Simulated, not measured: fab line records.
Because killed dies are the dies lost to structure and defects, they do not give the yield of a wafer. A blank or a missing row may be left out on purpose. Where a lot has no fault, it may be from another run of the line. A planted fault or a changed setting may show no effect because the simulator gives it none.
Chamber matching ; flow sky130 ; rieDiel-02 running SKY_FIELD_ISO_ETCH_15: 4 sister chambers
The step etches the open film in CHF3/O2, stops on Si, target depth 180 nm, time 72 s. 17 wafers are shown with their chamber, then 8 later ones without.

== WAFERS WITH THEIR CHAMBER ==
wafer;chamber;biasW (W);throttleValvePct (%);oesProductAu (a.u.)
L378.2;3;199.5;8.859;0.944
L378.3;2;199.4;8.846;0.946
L378.6;0;199.7;8.837;0.941
L379.2;2;199.7;8.836;0.938
L379.5;0;200.3;8.846;0.959
L379.6;1;200.8;8.841;0.956
L380.1;3;201.1;8.836;0.949
L380.2;1;200.8;8.835;0.948
L380.3;0;199.8;8.841;0.946
L383.1;3;200.5;8.857;0.952
L383.2;2;200.4;8.849;0.952
L383.3;0;199.5;8.842;0.949
L384.1;3;199.2;8.839;0.938
L384.3;2;200.4;8.839;0.944
L384.6;0;199.8;8.857;0.950
L386.1;0;199.7;8.837;0.941
L386.5;1;199.6;8.849;0.942

SIGNATURES (means of the wafers above)
reading;chamber 0;chamber 1;chamber 2;chamber 3;scatter within a chamber
biasW;199.800;200.400;199.975;200.075;0.583
throttleValvePct;8.84333;8.84167;8.84250;8.84775;0.00839
oesProductAu;0.94767;0.94867;0.94500;0.94575;0.00644
Rule: for a wafer and a chamber, the distance is found by dividing, reading by reading, the gap between the wafer's reading and the chamber's mean by the reading's scatter, squaring, summing and taking the root. If the next closest chamber is less than 2 further off than the closest, the wafer can't be placed; otherwise it belongs to the closest. The scatter: the root of (the sum of the squares of (reading less its chamber's mean) over the shown wafers, divided by (wafers less chambers)).

== WAFERS MISSING THEIR CHAMBER ==
wafer;biasW (W);throttleValvePct (%);oesProductAu (a.u.)
L386.6;199.2;8.849;0.948
L389.1;200.0;8.847;0.943
L389.2;199.9;8.849;0.939
L389.5;200.3;8.851;0.939
L394.1;199.9;8.832;0.949
L394.4;200.4;8.840;0.954
L395.1;200.2;8.852;0.949
L395.6;199.8;8.841;0.947

== CHAMBER TAKEN BY EACH ==
wafer;from the rows above;in truth
L386.6;can't be placed: 0 or 3 or 2 or 1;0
L389.1;can't be placed: 3 or 2 or 0 or 1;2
L389.2;can't be placed: 3 or 2 or 0 or 1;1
L389.5;can't be placed: 3 or 2 or 0 or 1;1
L394.1;can't be placed: 0 or 2 or 1 or 3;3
L394.4;can't be placed: 1 or 0 or 2 or 3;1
L395.1;can't be placed: 3 or 0 or 1 or 2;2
L395.6;can't be placed: 0 or 2 or 3 or 1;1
0 of 8 placed correctly. Not placeable from these rows: 8 (in 8, the candidates include the true chamber). Number placed wrongly: 0.
